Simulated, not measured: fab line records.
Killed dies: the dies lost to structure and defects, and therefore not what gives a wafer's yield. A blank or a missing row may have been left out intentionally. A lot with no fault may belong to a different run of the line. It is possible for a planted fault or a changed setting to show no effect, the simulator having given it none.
Comparing a struck lot with a sound one + flow sky130 + 21 steps out of a route of 708
Sound: the wafers L924.4, L924.5, L924.6. Struck: wafer L944.4 (L944.3, L944.5, from the same lot, were not struck and are left out); the cause is given at the end.
Per side, at each step with rows, come the tool, then ch with its chambers, and then its first start. Under that, the readings that differ: sound wafers + struck wafers + difference of the means + sigmas: that difference in standard deviations of wafers without a fault.
alike: readings with means less than 2 such deviations apart, plus words and numbers identical on both sides. not compared: withheld readings, readings lacking a value on some wafer, bounds such as >300 that could conceal the same value, and numbers that have no deviation in the record and whose values overlap.
The two part at a step that has a row with sigmas, a row that says differs or no value, or rows on one side only. When numbers do not overlap yet have no deviation, they are printed without sigmas and do not part them. Lack of a reading on every wafer of one side parts them only where that side has two or more wafers.

SKY_LI_CONTACT_CVD_21: deposits W, target thk 400 nm, time 120.56 s.
  sound on cvd_w-01 ch 0,1, day 29 09:37; struck on cvd_w-01 ch 1, day 36 03:37
  alike: heater_power_w
SKY_LI_CONTACT_RS_MEAS_22: a four-point-probe measurement.
  sound on film_metro-03, day 29 09:45; struck on film_metro-04, day 36 03:44
  alike: LI_CONTACT_W_RS
SKY_LI_CONTACT_THK_MEAS_23: measures by xrf.
  sound on film_metro-03, day 29 09:50; struck on film_metro-04, day 36 03:50
| reading               | sound       | struck | difference | sigmas |
|-----------------------|-------------|--------|------------|--------|
| LI_CONTACT_W_THK (nm) | 390 413 388 | 417    | +20        | +2     |
SKY_LI_CONTACT_CMP_24: polishes, stops on PSG, t overpolish 20 s, target thk 0 nm.
  sound on cmp-02 ch 0,1, day 29 09:55; struck on cmp-01 ch 3, day 36 03:55
  alike: motor_current_A, overpolish_run_s, time_to_endpoint_s
SKY_LOCAL_INTERCONNECT_SPUTTER_00: material TiN, target thk 100 nm, time 83.3 s.
  sound on pvd_sputter-03, day 29 10:10; struck on pvd_sputter-04, day 36 04:10
  alike: chamber_pressure_pa, throttle_valve_pct
SKY_LOCAL_INTERCONNECT_RS_MEAS_01: a four-point-probe measurement.
  sound on film_metro-02, day 29 10:18; struck on film_metro-03, day 36 04:17
| reading                            | sound             | struck | difference | sigmas |
|------------------------------------|-------------------|--------|------------|--------|
| LOCAL_INTERCONNECT_TIN_RS (ohm/sq) | 14.29 13.97 13.92 | 13.61  | -0.45      | -3     |
SKY_LOCAL_INTERCONNECT_THK_MEAS_02: measures by xrf.
  sound on film_metro-02, day 29 10:23; struck on film_metro-03, day 36 04:23
  alike: LOCAL_INTERCONNECT_TIN_THK
then, 5 steps without rows for these wafers: SKY_LOCAL_INTERCONNECT_DEHYDRATE_03 (time 60 s); SKY_LOCAL_INTERCONNECT_HMDS_04 (prime time 60 s); SKY_LOCAL_INTERCONNECT_COAT_05 (resist thk 60 nm); SKY_LOCAL_INTERCONNECT_COAT_06 (resist thk 450 nm); SKY_LOCAL_INTERCONNECT_SOFTBAKE_07 (time 90 s).
SKY_LOCAL_INTERCONNECT_EXPOSE_08: exposes mask LI1M, target cd 170 nm.
  sound on krf_scanner-01 ch 0, day 30 01:10; struck on krf_scanner-02 ch 0, day 36 17:56
  alike: mask
then, 2 steps without rows for these wafers: SKY_LOCAL_INTERCONNECT_PEB_09; SKY_LOCAL_INTERCONNECT_DEVELOP_10 (develop time 60 s).
SKY_LOCAL_INTERCONNECT_CD_MEAS_11: the cd target is 170 nm.
  sound on cd_sem-02, day 30 14:36; struck on cd_sem-02, day 37 06:59
| reading    | sound             | struck | difference | sigmas |
|------------|-------------------|--------|------------|--------|
| cd_nm (nm) | 169.0 168.5 168.0 | 113.1  | -55.4      | -40    |
SKY_LOCAL_INTERCONNECT_OVL_MEAS_12:
  sound on overlay-01, day 30 14:41; struck on overlay-02, day 37 07:05
  alike: LOCAL_INTERCONNECT_OVL
SKY_LOCAL_INTERCONNECT_ETCH_13: etches BARC in N2/H2, stops on SiO2, time 45.9 s, target depth 60 nm.
  sound on rie_metal-02 ch 0,1, day 30 14:43; struck on rie_metal-04 ch 1, day 37 07:09
| reading                             | sound           | struck | difference | sigmas |
|-------------------------------------|-----------------|--------|------------|--------|
| drypump_motor_current_A (A)         | 5.0 5.8 5.0     | 6.4    | +1.1       | +2     |
| model.LOCAL_INTERCONNECT.cd_nm (nm) | 168.3 167 168.2 | 112.4  | -55.4      |        |
  alike: n2_flow_sccm, oes_product_au, throttle_valve_pct
  not compared: rf_hours_counter_h
SKY_LOCAL_INTERCONNECT_METAL_ETCH_14: etches TiN in Cl2/BCl3, stops on PSG, target depth 110 nm, time 31.4 s.
  sound on rie_metal-02 ch 0,1, day 30 14:47; struck on rie_metal-04 ch 1, day 37 07:16
| reading                             | sound                | struck | difference | sigmas |
|-------------------------------------|----------------------|--------|------------|--------|
| drypump_motor_current_A (A)         | 5.0 5.8 5.0          | 6.3    | +1.0       | +2     |
| oes_product_au (a.u.)               | 0.941 0.947 0.951    | 0.967  | +0.021     | +2     |
| throttle_valve_pct (%)              | 21.909 21.899 21.899 | 21.876 | -0.026     | -3     |
| model.LOCAL_INTERCONNECT.cd_nm (nm) | 168.2 167.7 168      | 111.8  | -56.2      |        |
  alike: bcl3_flow_sccm
  not compared: rf_hours_counter_h
SKY_LOCAL_INTERCONNECT_STRIP_15: strips in O2/N2.
  sound on plasma_asher-04 ch 0,1, day 30 14:51; struck on plasma_asher-03 ch 0, day 37 07:22
  alike: drypump_motor_current_A, n2_flow_sccm, oes_product_au, strip_time_to_endpoint_s
  not compared: rf_hours_counter_h
-- a jump in the record: the struck wafers' starts before and after are 14 days apart (it breaks off in module LOCAL_INTERCONNECT and resumes in module PAD_OPEN, where the first step shown is number 708 of the route) --
SKY_PAD_OPEN_PROBE_99:
  sound on prober-01, day 46 03:08; struck on prober-02, day 50 21:35
| reading            | sound     | struck | difference | sigmas |
|--------------------|-----------|--------|------------|--------|
| killed_at_M4_up    | 7 1 1     | 7      | +4         | +2     |
| killed_at_contacts | 30 25 27  | 432    | +405       | +71    |
| killed_dies        | 83 102 76 | 492    | +405       | +51    |
| killed_on_rim      | 11 25 23  | 96     | +76        | +20    |
  alike: killed_at_M0_to_M3, killed_at_front_end, killed_at_other, killed_open, killed_short

## WHERE THEY PART
First at SKY_LI_CONTACT_THK_MEAS_23; last, within this record, at SKY_PAD_OPEN_PROBE_99.

WHY: what the simulator had put in
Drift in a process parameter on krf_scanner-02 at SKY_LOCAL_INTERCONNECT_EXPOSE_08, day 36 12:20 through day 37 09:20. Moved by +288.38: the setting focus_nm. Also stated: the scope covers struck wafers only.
